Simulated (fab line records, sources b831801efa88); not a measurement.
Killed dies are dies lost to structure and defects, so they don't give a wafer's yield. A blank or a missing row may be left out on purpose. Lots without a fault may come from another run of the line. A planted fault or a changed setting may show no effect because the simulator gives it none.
Chamber matching | flow gf180mcu | GF_V3_CMP_26 on cmp-02: 4 sister chambers
The step polishes, stops on SiO2, t overpolish 16.34 s, target thk 0 nm. 8 wafers are shown with their chamber, then 12 later ones without.

WAFERS WITH THEIR CHAMBER
wafer  | chamber | motor_current_A (A) | time_to_endpoint_s (s)
L078.2 | 1       | 11.2                | 86
L080.3 | 1       | 10.2                | 86
L081.2 | 2       | 13.7                | 80
L087.3 | 3       | 10.5                | 84
L087.5 | 0       | 10.9                | 81
L088.2 | 3       | 9.8                 | 84
L088.3 | 2       | 13.5                | 84
L088.5 | 0       | 10.1                | 82

WAFERS WITHOUT THEIR CHAMBER
wafer  | motor_current_A (A) | time_to_endpoint_s (s)
L090.3 | 10.2                | 82
L090.4 | 10.2                | 87
L090.6 | 10.3                | 86
L091.2 | 10.9                | 83
L091.3 | 10.4                | 84
L091.5 | 10.0                | 88
L094.3 | 13.6                | 83
L094.4 | 10.4                | 82
L094.6 | 10.3                | 86
L095.2 | 13.5                | 84
L095.3 | 10.0                | 87
L095.6 | 10.0                | 89

WHICH CHAMBER EACH WENT THROUGH
wafer  | from the rows above          | in truth
L090.3 | can't be placed: 0 or 3      | 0
L090.4 | can't be placed: 1 or 3      | 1
L090.6 | can't be placed: 1 or 3      | 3
L091.2 | can't be placed: 0 or 3 or 1 | 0
L091.3 | can't be placed: 3 or 1 or 0 | 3
L091.5 | can't be placed: 1 or 3      | 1
L094.3 | 2                            | 2
L094.4 | can't be placed: 0 or 3      | 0
L094.6 | can't be placed: 1 or 3      | 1
L095.2 | 2                            | 2
L095.3 | can't be placed: 1 or 3      | 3
L095.6 | can't be placed: 1 or 3      | 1
Placed correctly: 2 of 12. Can't be placed from these rows: 10 (the true chamber is among the candidates in 10). Placed wrongly: 0.
How it was worked out, from the rows above alone: a wafer's distance from a chamber is the root of the sum, over the readings, of the square of ((its reading less the chamber's mean) divided by the reading's scatter). The wafer belongs to the nearest chamber; if the next one is less than 2 further off, it can't be placed. A chamber's mean is the mean of its shown wafers. The scatter: the root of (the sum of the squares of (reading less its chamber's mean) over the shown wafers, divided by (wafers less chambers)).
